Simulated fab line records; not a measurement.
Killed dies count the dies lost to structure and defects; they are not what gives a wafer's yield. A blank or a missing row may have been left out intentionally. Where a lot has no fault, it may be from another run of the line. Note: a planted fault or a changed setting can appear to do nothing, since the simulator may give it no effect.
fab line records	flow sky130
record lots=24	wafers=72	lastDay=50
route steps=708 shown METAL2@484 VIA2@508 VIA3@587
lots untouched by any fault: they come from a run of this same line in which no faults occurred
startH: the number of hours between the record's first day and the start of the first shown wafer of the lot	waitH: time in hours since the lot's previous step	" repeats the value in the row above	L1.1+2: one row covering several wafers at once	- no value, or no start given	* or withheld: withheld	< > ~ a bound
route shown NAME@n: a module of which the file shows steps, and the number in the route of the first	usual: average and standard deviation across the fault-free wafers	same: alike in all rows	chamber/n: place in a boat	sites: readings site by site	_std_site: how widely they spread, as a standard deviation	_edge_site: mean of outer sites minus mean of inner sites	radiusMm: for every site, how far away it sits from the centre of the wafer	mask NAME#n: copy n	behind: the tool/chamber that last shaped the wafer	hold: the reason the lot was held/the length of the hold in hours/how it ended	device: which transistor (n, p or np) failed to switch	end of line: at the end of the route, the tests of the same wafers	a step given without rows: its recipe and nothing more	killed: dies lost to structure and defects at the first sort, not the wafer's yield	map: a wafer's dies, x killed, . not, _ none there
set.NAME: the setting as run; set.NAME@STEP: as run at that earlier step	model.NAME: the simulator's own value behind a step, which no gauge read
a sample of lots followed through the steps of the route, with each step as a table and each wafer as a row
services: when a tool's chamber went out of use (startH, in hours from the record's first day, below 0 if earlier), for how many hours, and the reason
## steps
# step SKY_METAL2_SPUTTER_01
# recipe material=TiN	targetThkNm=20	powerW=6500	timeS=16.7	chamberPressurePa=0.4
# usual throttleValvePct=29.4/1.2
lot.wafer	tool	chamber	startH	waitH	throttleValvePct
L074.1	pvdSputter-04	-	798.42	0.0	27.5
L074.5	"	-	"	"	27.6
L074.6	"	-	"	"	31.1
L075.2	pvdSputter-02	-	798.64	0.0	29.4
L075.3	"	-	"	"	29.0
L075.5	"	-	"	"	31.9
L076.1	pvdSputter-01	-	805.43	0.0	29.8
L076.5	"	-	"	"	29.5
L076.6	"	-	"	"	28.2
L077.1	pvdSputter-04	-	812.21	0.0	29.9
L077.2	"	-	"	"	31.1
L077.5	"	-	"	"	31.2
L078.1	pvdSputter-04	-	820.55	0.0	31.1
L078.5	"	-	"	"	27.8
L078.6	"	-	"	"	31.0
L079.2	pvdSputter-02	-	828.22	0.0	29.3
L079.3	"	-	"	"	29.3
L079.6	"	-	"	"	28.6
L080.1	pvdSputter-02	-	834.40	0.0	32.2
L080.5	"	-	"	"	29.2
L080.6	"	-	"	"	32.2
L081.2	pvdSputter-01	-	851.71	0.0	28.0
L081.3	"	-	"	"	29.6
L081.6	"	-	"	"	29.6
L082.1	pvdSputter-01	-	856.92	0.0	29.6
L082.5	"	-	"	"	29.5
L082.6	"	-	"	"	28.1
L084.4	pvdSputter-04	-	872.62	0.0	27.7
L084.5	"	-	"	"	28.6
L084.6	"	-	"	"	30.1
L083.1	pvdSputter-04	-	873.89	0.0	31.3
L083.2	"	-	"	"	29.8
L083.4	"	-	"	"	27.9
L086.1	pvdSputter-02	-	898.18	0.0	29.1
L086.2	"	-	"	"	29.3
L086.6	"	-	"	"	29.2
L085.1	pvdSputter-02	-	901.83	0.0	32.1
L085.3	"	-	"	"	28.8
L085.6	"	-	"	"	32.1
L088.2	pvdSputter-01	-	918.51	0.0	28.0
L088.5	"	-	"	"	28.7
L088.6	"	-	"	"	28.1
L087.3	pvdSputter-04	-	918.96	0.0	27.7
L087.5	"	-	"	"	29.6
L087.6	"	-	"	"	28.7
L089.1	pvdSputter-02	-	921.09	0.0	32.1
L089.3	"	-	"	"	28.9
L089.5	"	-	"	"	28.9
L090.1	pvdSputter-01	-	929.08	0.0	29.5
L090.2	"	-	"	"	28.5
L090.4	"	-	"	"	28.1
L091.1	pvdSputter-04	-	932.84	0.0	29.8
L091.3	"	-	"	"	31.1
L091.6	"	-	"	"	29.7
L092.1	pvdSputter-04	-	934.89	0.0	31.3
L092.2	"	-	"	"	29.7
L092.6	"	-	"	"	29.7
L093.1	pvdSputter-02	-	941.22	0.0	29.1
L093.2	"	-	"	"	32.0
L093.3	"	-	"	"	29.5
L094.4	pvdSputter-04	-	943.24	0.0	28.5
L094.5	"	-	"	"	29.5
L094.6	"	-	"	"	31.0
L095.2	pvdSputter-02	-	946.48	0.0	32.1
L095.4	"	-	"	"	29.2
L095.6	"	-	"	"	29.4
L096.1	pvdSputter-04	-	958.77	0.0	28.9
L096.4	"	-	"	"	30.9
L096.6	"	-	"	"	27.6
L097.3	pvdSputter-01	-	965.47	0.0	29.7
L097.5	"	-	"	"	29.4
L097.6	"	-	"	"	28.0
# step SKY_VIA2_THK_MEAS_01
# recipe reads=SiO2_of_VIA2_HDPCVD_00
# usual VIA2_HDPCVD_THK=1179/11
lot.wafer	tool	chamber	startH	waitH	VIA2_HDPCVD_THK[nm]
L074.1	filmMetro-01	-	826.87	0.1	1193
L074.5	"	-	"	"	1198
L074.6	"	-	"	"	1180
L075.2	filmMetro-02	-	826.94	0.1	1193
L075.3	"	-	"	"	1175
L075.5	"	-	"	"	1175
L076.1	filmMetro-01	-	833.64	0.1	1199
L076.5	"	-	"	"	1185
L076.6	"	-	"	"	1188
L077.1	filmMetro-02	-	839.60	0.1	1175
L077.2	"	-	"	"	1171
L077.5	"	-	"	"	1167
L078.1	filmMetro-03	-	846.84	0.1	1183
L078.5	"	-	"	"	1169
L078.6	"	-	"	"	1183
L079.2	filmMetro-01	-	855.79	0.1	1169
L079.3	"	-	"	"	1169
L079.6	"	-	"	"	1168
L080.1	filmMetro-01	-	862.25	0.1	1167
L080.5	"	-	"	"	1170
L080.6	"	-	"	"	1171
L081.2	filmMetro-02	-	878.10	0.1	1170
L081.3	"	-	"	"	1194
L081.6	"	-	"	"	1188
L082.1	filmMetro-01	-	884.35	0.1	1179
L082.5	"	-	"	"	1185
L082.6	"	-	"	"	1187
L084.4	filmMetro-02	-	899.19	0.0	1167
L084.5	"	-	"	"	1165
L084.6	"	-	"	"	1163
L083.1	filmMetro-02	-	900.56	0.1	1186
L083.2	"	-	"	"	1175
L083.4	"	-	"	"	1180
L086.1	filmMetro-02	-	925.25	0.1	1172
L086.2	"	-	"	"	1181
L086.6	"	-	"	"	1181
L085.1	filmMetro-02	-	928.35	0.1	1171
L085.3	"	-	"	"	1180
L085.6	"	-	"	"	1168
L088.2	filmMetro-03	-	944.11	0.1	1171
L088.5	"	-	"	"	1183
L088.6	"	-	"	"	1187
L087.3	filmMetro-02	-	945.31	0.1	1167
L087.5	"	-	"	"	1153
L087.6	"	-	"	"	1176
L089.1	filmMetro-02	-	947.69	0.1	1161
L089.3	"	-	"	"	1190
L089.5	"	-	"	"	1187
L090.1	filmMetro-03	-	955.39	0.1	1185
L090.2	"	-	"	"	1171
L090.4	"	-	"	"	1163
L091.1	filmMetro-03	-	959.59	0.1	1176
L091.3	"	-	"	"	1186
L091.6	"	-	"	"	1178
L092.1	filmMetro-02	-	960.82	0.1	1155
L092.2	"	-	"	"	1166
L092.6	"	-	"	"	1163
L093.1	filmMetro-03	-	967.22	0.1	1165
L093.2	"	-	"	"	1172
L093.3	"	-	"	"	1178
L094.4	filmMetro-03	-	968.82	0.0	1160
L094.5	"	-	"	"	1177
L094.6	"	-	"	"	1181
L095.2	filmMetro-02	-	971.95	0.1	1200
L095.4	"	-	"	"	1198
L095.6	"	-	"	"	1182
L096.1	filmMetro-03	-	983.85	0.1	1194
L096.4	"	-	"	"	1188
L096.6	"	-	"	"	1171
L097.3	filmMetro-02	-	990.02	0.1	1189
L097.5	"	-	"	"	1197
L097.6	"	-	"	"	1161
# step SKY_VIA2_OVL_MEAS_13
# usual VIA2_OVL=-4/6.4
lot.wafer	tool	chamber	startH	waitH	VIA2_OVL[nm]
L074.1	overlay-02	-	853.57	0.1	-13
L074.5	"	-	"	"	-11
L074.6	"	-	"	"	-4
L075.2	overlay-01	-	853.70	0.1	-3
L075.3	"	-	"	"	0
L075.5	"	-	"	"	-8
L076.1	overlay-01	-	859.51	0.1	-3
L076.5	"	-	"	"	-5
L076.6	"	-	"	"	-2
L077.1	overlay-02	-	866.35	0.1	-10
L077.2	"	-	"	"	-7
L077.5	"	-	"	"	-11
L078.1	overlay-01	-	873.26	0.1	-4
L078.5	"	-	"	"	1
L078.6	"	-	"	"	-6
L079.2	overlay-01	-	882.37	0.1	2
L079.3	"	-	"	"	4
L079.6	"	-	"	"	2
L080.1	overlay-02	-	888.27	0.1	-7
L080.5	"	-	"	"	-6
L080.6	"	-	"	"	-8
L081.2	overlay-02	-	903.92	0.1	-4
L081.3	"	-	"	"	-7
L081.6	"	-	"	"	0
L082.1	overlay-02	-	910.55	0.1	-9
L082.5	"	-	"	"	-10
L082.6	"	-	"	"	-8
L084.4	overlay-01	-	925.28	0.1	-7
L084.5	"	-	"	"	-6
L084.6	"	-	"	"	-2
L083.1	overlay-02	-	925.96	0.1	-2
L083.2	"	-	"	"	8
L083.4	"	-	"	"	0
L086.1	overlay-02	-	950.51	0.1	5
L086.2	"	-	"	"	5
L086.6	"	-	"	"	6
L085.1	overlay-02	-	953.67	0.1	-4
L085.3	"	-	"	"	-3
L085.6	"	-	"	"	-2
L088.2	overlay-02	-	969.27	0.1	-13
L088.5	"	-	"	"	-9
L088.6	"	-	"	"	-4
L087.3	overlay-01	-	970.57	0.1	0
L087.5	"	-	"	"	1
L087.6	"	-	"	"	3
L089.1	overlay-01	-	972.11	0.1	0
L089.3	"	-	"	"	0
L089.5	"	-	"	"	-3
L090.1	overlay-02	-	980.11	0.1	-4
L090.2	"	-	"	"	-11
L090.4	"	-	"	"	-8
L091.1	overlay-02	-	983.77	0.1	-11
L091.3	"	-	"	"	-7
L091.6	"	-	"	"	-6
L092.1	overlay-01	-	985.46	0.1	-15
L092.2	"	-	"	"	-15
L092.6	"	-	"	"	-21
L093.1	overlay-01	-	991.62	0.1	-5
L093.2	"	-	"	"	-6
L093.3	"	-	"	"	-5
L094.4	overlay-02	-	993.38	0.1	5
L094.5	"	-	"	"	5
L094.6	"	-	"	"	6
L095.2	overlay-02	-	996.15	0.1	4
L095.4	"	-	"	"	2
L095.6	"	-	"	"	12
L096.1	overlay-02	-	1007.87	0.1	-4
L096.4	"	-	"	"	-1
L096.6	"	-	"	"	-4
L097.3	overlay-02	-	1013.41	0.1	0
L097.5	"	-	"	"	6
L097.6	"	-	"	"	1
# step SKY_VIA2_SPUTTER_20
# recipe material=TiN	targetThkNm=20	chamberPressurePa=5	powerW=4000	timeS=80
# usual throttleValvePct=29.7/0.95
lot.wafer	tool	chamber	startH	waitH	throttleValvePct
L074.1	pvdSputter-02	-	854.34	0.0	28.3
L074.5	"	-	"	"	29.3
L074.6	"	-	"	"	29.2
L075.2	pvdSputter-03	-	854.47	0.0	29.5
L075.3	"	-	"	"	31.4
L075.5	"	-	"	"	29.4
L076.1	pvdSputter-03	-	860.24	0.0	30.9
L076.5	"	-	"	"	29.7
L076.6	"	-	"	"	29.2
L077.1	pvdSputter-03	-	867.08	0.0	29.6
L077.2	"	-	"	"	30.6
L077.5	"	-	"	"	29.4
L078.1	pvdSputter-03	-	874.00	0.0	31.3
L078.5	"	-	"	"	31.1
L078.6	"	-	"	"	29.8
L079.2	pvdSputter-02	-	883.10	0.0	29.0
L079.3	"	-	"	"	28.9
L079.6	"	-	"	"	29.3
L080.1	pvdSputter-03	-	889.03	0.0	29.2
L080.5	"	-	"	"	31.5
L080.6	"	-	"	"	29.6
L081.2	pvdSputter-01	-	904.65	0.0	29.8
L081.3	"	-	"	"	28.6
L081.6	"	-	"	"	28.3
L082.1	pvdSputter-03	-	911.32	0.0	31.3
L082.5	"	-	"	"	29.6
L082.6	"	-	"	"	29.6
L084.4	pvdSputter-02	-	926.00	0.0	31.9
L084.5	"	-	"	"	32.1
L084.6	"	-	"	"	29.4
L083.1	pvdSputter-01	-	926.69	0.0	29.6
L083.2	"	-	"	"	29.3
L083.4	"	-	"	"	28.1
L086.1	pvdSputter-01	-	951.24	0.0	27.8
L086.2	"	-	"	"	28.6
L086.6	"	-	"	"	29.3
L085.1	pvdSputter-03	-	954.41	0.0	31.3
L085.3	"	-	"	"	29.3
L085.6	"	-	"	"	29.6
L088.2	pvdSputter-01	-	970.40	0.0	29.4
L088.5	"	-	"	"	29.3
L088.6	"	-	"	"	28.5
L087.3	pvdSputter-03	-	971.73	0.0	31.4
L087.5	"	-	"	"	30.5
L087.6	"	-	"	"	29.3
L089.1	pvdSputter-01	-	973.34	0.0	29.5
L089.3	"	-	"	"	28.0
L089.5	"	-	"	"	29.1
L090.1	pvdSputter-03	-	980.90	0.0	30.2
L090.2	"	-	"	"	29.8
L090.4	"	-	"	"	29.0
L091.1	pvdSputter-03	-	984.50	0.0	29.8
L091.3	"	-	"	"	30.4
L091.6	"	-	"	"	29.4
L092.1	pvdSputter-03	-	986.54	0.0	29.4
L092.2	"	-	"	"	31.4
L092.6	"	-	"	"	29.8
L093.1	pvdSputter-03	-	992.79	0.0	29.1
L093.2	"	-	"	"	30.1
L093.3	"	-	"	"	31.2
L094.4	pvdSputter-03	-	994.54	0.0	29.2
L094.5	"	-	"	"	31.5
L094.6	"	-	"	"	29.9
L095.2	pvdSputter-01	-	996.89	0.0	29.4
L095.4	"	-	"	"	28.5
L095.6	"	-	"	"	29.6
L096.1	pvdSputter-03	-	1008.66	0.0	29.3
L096.4	"	-	"	"	29.3
L096.6	"	-	"	"	29.6
L097.3	pvdSputter-03	-	1014.18	0.0	29.4
L097.5	"	-	"	"	31.0
L097.6	"	-	"	"	29.3
# step SKY_VIA3_ETCH_14
# recipe chemistry=N2/H2	target=BARC	ionEnergyEv=200	sourceW=500	biasW=100	pressureMtorr=30	n2FlowSccm=100	h2FlowSccm=200	stopOn=SiO2	timeS=45.9	targetDepthA=600
# usual drypumpMotorCurrentA=5.6/0.5	oesProductAu=0.856/0.0048	throttleValvePct=13.225/0.0082
lot.wafer	tool	chamber	startH	waitH	drypumpMotorCurrentA	oesProductAu	rfHoursCounterH	throttleValvePct
L074.1	rieDiel-01	3	935.00	0.0	4.8	0.848	9	13.226
L074.5	"	1	"	"	5.7	0.851	-	13.227
L074.6	"	0	"	"	6.4	0.860	-	13.220
L075.2	rieDiel-04	1	935.40	0.0	5.3	0.861	6	13.232
L075.3	"	3	"	"	5.9	0.858	5	13.232
L075.5	"	1	"	"	5.3	0.857	-	13.229
L076.1	rieDiel-01	1	939.03	0.0	5.7	0.865	4	13.236
L076.5	"	0	"	"	6.3	0.851	-	13.233
L076.6	"	1	"	"	5.7	0.853	-	13.227
L077.1	rieDiel-04	2	947.00	0.0	4.8	0.850	20	13.221
L077.2	"	0	"	"	6.5	0.859	10	13.212
L077.5	"	0	"	"	6.6	0.848	-	13.219
L078.1	rieDiel-03	0	953.05	0.0	5.9	0.857	12	13.221
L078.5	"	1	"	"	5.8	0.862	-	13.238
L078.6	"	0	"	"	5.9	0.859	-	13.227
L079.2	rieDiel-01	1	962.75	0.0	5.8	0.846	5	13.213
L079.3	"	2	"	"	5.4	0.857	16	13.245
L079.6	"	2	"	"	5.4	0.856	-	13.234
L080.1	rieDiel-03	0	968.00	0.0	5.9	0.845	12	13.224
L080.5	"	2	"	"	5.5	0.858	-	13.232
L080.6	"	3	"	"	5.5	0.849	-	13.222
L081.2	rieDiel-01	0	983.13	0.0	6.4	0.862	3	13.234
L081.3	"	2	"	"	5.4	0.848	17	13.225
L081.6	"	2	"	"	5.4	0.855	-	13.229
L082.1	rieDiel-03	3	988.95	0.0	5.5	0.857	9	13.235
L082.5	"	0	"	"	5.9	0.858	-	13.234
L082.6	"	1	"	"	5.8	0.858	-	13.216
L084.4	rieDiel-03	3	1001.20	0.0	5.6	0.854	9	13.222
L084.5	"	3	"	"	5.6	0.861	-	13.230
L084.6	"	0	"	"	5.9	0.850	-	13.229
L083.1	rieDiel-03	0	1001.65	0.0	5.9	0.854	13	13.227
L083.2	"	3	"	"	5.6	0.858	9	13.222
L083.4	"	1	"	"	5.8	0.855	26	13.238
L086.1	rieDiel-03	2	1025.80	0.0	5.5	0.861	7	13.219
L086.2	"	0	"	"	5.9	0.850	14	13.218
L086.6	"	3	"	"	5.5	0.855	-	13.222
L085.1	rieDiel-01	1	1029.10	0.0	5.7	0.861	7	13.216
L085.3	"	2	"	"	5.3	0.855	18	13.230
L085.6	"	0	"	"	6.4	0.856	-	13.235
L088.2	rieDiel-04	3	1042.70	0.0	5.9	0.852	8	13.226
L088.5	"	0	"	"	6.6	0.861	-	13.239
L088.6	"	3	"	"	5.9	0.854	-	13.226
L087.3	rieDiel-01	0	1044.00	0.0	6.4	0.862	4	13.227
L087.5	"	3	"	"	4.8	0.853	-	13.235
L087.6	"	2	"	"	5.4	0.856	-	13.235
L089.1	rieDiel-03	1	1046.45	0.0	5.8	0.851	27	13.221
L089.3	"	2	"	"	5.5	0.852	8	13.219
L089.5	"	2	"	"	5.5	0.851	-	13.233
L090.1	rieDiel-04	3	1052.45	0.0	5.9	0.855	8	13.225
L090.2	"	1	"	"	5.3	0.850	9	13.224
L090.4	"	2	"	"	4.9	0.857	23	13.234
L091.1	rieDiel-01	2	1056.44	0.0	5.3	0.857	19	13.237
L091.3	"	0	"	"	6.4	0.854	5	13.223
L091.6	"	0	"	"	6.4	0.850	-	13.213
L092.1	rieDiel-01	2	1057.30	0.0	5.4	0.859	19	13.216
L092.2	"	0	"	"	6.3	0.856	5	13.219
L092.6	"	0	"	"	6.3	0.851	-	13.215
L093.1	rieDiel-03	1	1064.04	0.0	5.8	0.850	28	13.244
L093.2	"	3	"	"	5.5	0.854	12	13.218
L093.3	"	0	"	"	5.9	0.860	15	13.218
L094.4	rieDiel-01	0	1065.03	0.0	6.4	0.849	5	13.224
L094.5	"	3	"	"	4.8	0.855	-	13.228
L094.6	"	0	"	"	6.4	0.849	-	13.224
L095.2	rieDiel-04	0	1067.64	0.0	6.6	0.859	13	13.218
L095.4	"	1	"	"	5.3	0.850	-	13.209
L095.6	"	0	"	"	6.6	0.859	-	13.222
L096.1	rieDiel-01	0	1079.75	0.0	6.3	0.851	6	13.222
L096.4	"	2	"	"	5.4	0.860	20	13.229
L096.6	"	2	"	"	5.4	0.852	-	13.226
L097.3	rieDiel-03	2	1089.85	0.0	5.5	0.863	10	13.218
L097.5	"	0	"	"	5.9	0.853	-	13.223
L097.6	"	1	"	"	5.8	0.850	-	13.231
# step SKY_VIA3_ETCH_15
# recipe target=SiO2	chemistry=C4F8/O2/Ar	targetDepthNm=507	stopOn=TiN	maskMaterial=KrF-thick	sourceW=1500	biasW=1200	pressureMtorr=40	c4f8FlowSccm=withheld	O2_flow_sccm=6	Ar_flow_sccm=300	timeS=78
# usual oesProductAu=0.947/0.0049
lot.wafer	tool	chamber	startH	waitH	oesProductAu	rfHoursCounterH
L074.1	rieDiel-01	3	935.04	0.0	0.947	9
L074.5	"	1	"	"	0.937	-
L074.6	"	0	"	"	0.950	-
L075.2	rieDiel-04	1	935.44	0.0	0.949	6
L075.3	"	3	"	"	0.936	5
L075.5	"	1	"	"	0.954	-
L076.1	rieDiel-01	1	939.08	0.0	0.942	4
L076.5	"	0	"	"	0.954	-
L076.6	"	1	"	"	0.951	-
L077.1	rieDiel-04	2	947.04	0.0	0.949	20
L077.2	"	0	"	"	0.944	10
L077.5	"	0	"	"	0.943	-
L078.1	rieDiel-03	0	953.09	0.0	0.947	12
L078.5	"	1	"	"	0.947	-
L078.6	"	0	"	"	0.952	-
L079.2	rieDiel-01	1	962.79	0.0	0.949	5
L079.3	"	2	"	"	0.954	16
L079.6	"	2	"	"	0.943	-
L080.1	rieDiel-03	0	968.04	0.0	0.947	12
L080.5	"	2	"	"	0.949	-
L080.6	"	3	"	"	0.947	-
L081.2	rieDiel-01	0	983.18	0.0	0.939	3
L081.3	"	2	"	"	0.954	17
L081.6	"	2	"	"	0.946	-
L082.1	rieDiel-03	3	988.99	0.0	0.945	9
L082.5	"	0	"	"	0.956	-
L082.6	"	1	"	"	0.946	-
L084.4	rieDiel-03	3	1001.24	0.0	0.935	9
L084.5	"	3	"	"	0.950	-
L084.6	"	0	"	"	0.952	-
L083.1	rieDiel-03	0	1001.69	0.0	0.948	13
L083.2	"	3	"	"	0.942	9
L083.4	"	1	"	"	0.946	26
L086.1	rieDiel-03	2	1025.84	0.0	0.948	7
L086.2	"	0	"	"	0.959	14
L086.6	"	3	"	"	0.943	-
L085.1	rieDiel-01	1	1029.14	0.0	0.935	7
L085.3	"	2	"	"	0.951	19
L085.6	"	0	"	"	0.947	-
L088.2	rieDiel-04	3	1042.74	0.0	0.943	8
L088.5	"	0	"	"	0.949	-
L088.6	"	3	"	"	0.943	-
L087.3	rieDiel-01	0	1044.04	0.0	0.950	4
L087.5	"	3	"	"	0.946	-
L087.6	"	2	"	"	0.949	-
L089.1	rieDiel-03	1	1046.49	0.0	0.944	27
L089.3	"	2	"	"	0.949	8
L089.5	"	2	"	"	0.936	-
L090.1	rieDiel-04	3	1052.49	0.0	0.948	8
L090.2	"	1	"	"	0.947	9
L090.4	"	2	"	"	0.955	23
L091.1	rieDiel-01	2	1056.49	0.0	0.954	19
L091.3	"	0	"	"	0.947	5
L091.6	"	0	"	"	0.952	-
L092.1	rieDiel-01	2	1057.34	0.0	0.950	19
L092.2	"	0	"	"	0.940	5
L092.6	"	0	"	"	0.946	-
L093.1	rieDiel-03	1	1064.08	0.0	0.943	28
L093.2	"	3	"	"	0.949	12
L093.3	"	0	"	"	0.942	15
L094.4	rieDiel-01	0	1065.08	0.0	0.946	5
L094.5	"	3	"	"	0.952	-
L094.6	"	0	"	"	0.951	-
L095.2	rieDiel-04	0	1067.68	0.0	0.953	13
L095.4	"	1	"	"	0.947	-
L095.6	"	0	"	"	0.946	-
L096.1	rieDiel-01	0	1079.79	0.0	0.946	6
L096.4	"	2	"	"	0.948	20
L096.6	"	2	"	"	0.950	-
L097.3	rieDiel-03	2	1089.89	0.0	0.948	10
L097.5	"	0	"	"	0.952	-
L097.6	"	1	"	"	0.943	-
## services
tool	chamber	startH	hours	kind
rieDiel-04	2	790.60	3.1	repair
pvdSputter-02	-	811.66	1.5	repair
pvdSputter-01	-	814.61	11.5	repair
rieDiel-03	2	820.41	4.9	repair
rieDiel-03	1	824.65	1.3	repair
pvdSputter-02	-	850.15	3.1	repair
pvdSputter-02	-	875.12	3.2	repair
pvdSputter-04	-	883.49	6.7	repair
pvdSputter-03	-	899.86	5.1	repair
pvdSputter-01	-	900.93	0.5	repair
rieDiel-04	3	917.28	10.2	repair
rieDiel-01	2	929.96	5.9	repair
pvdSputter-01	-	952.13	3.7	repair
rieDiel-04	-	971.39	1.4	repair
pvdSputter-02	-	980.88	2.7	repair
rieDiel-04	-	990.71	2.8	pm
rieDiel-03	1	1014.01	15.8	repair
rieDiel-04	3	1022.23	9.0	repair
rieDiel-03	0	1027.22	10.4	repair
rieDiel-03	2	1037.59	5.7	repair
rieDiel-03	1	1040.52	3.8	repair
pvdSputter-01	-	1047.97	1.6	repair
rieDiel-03	-	1051.10	2.8	pm
rieDiel-01	2	1084.36	28.0	repair
## key
fault none
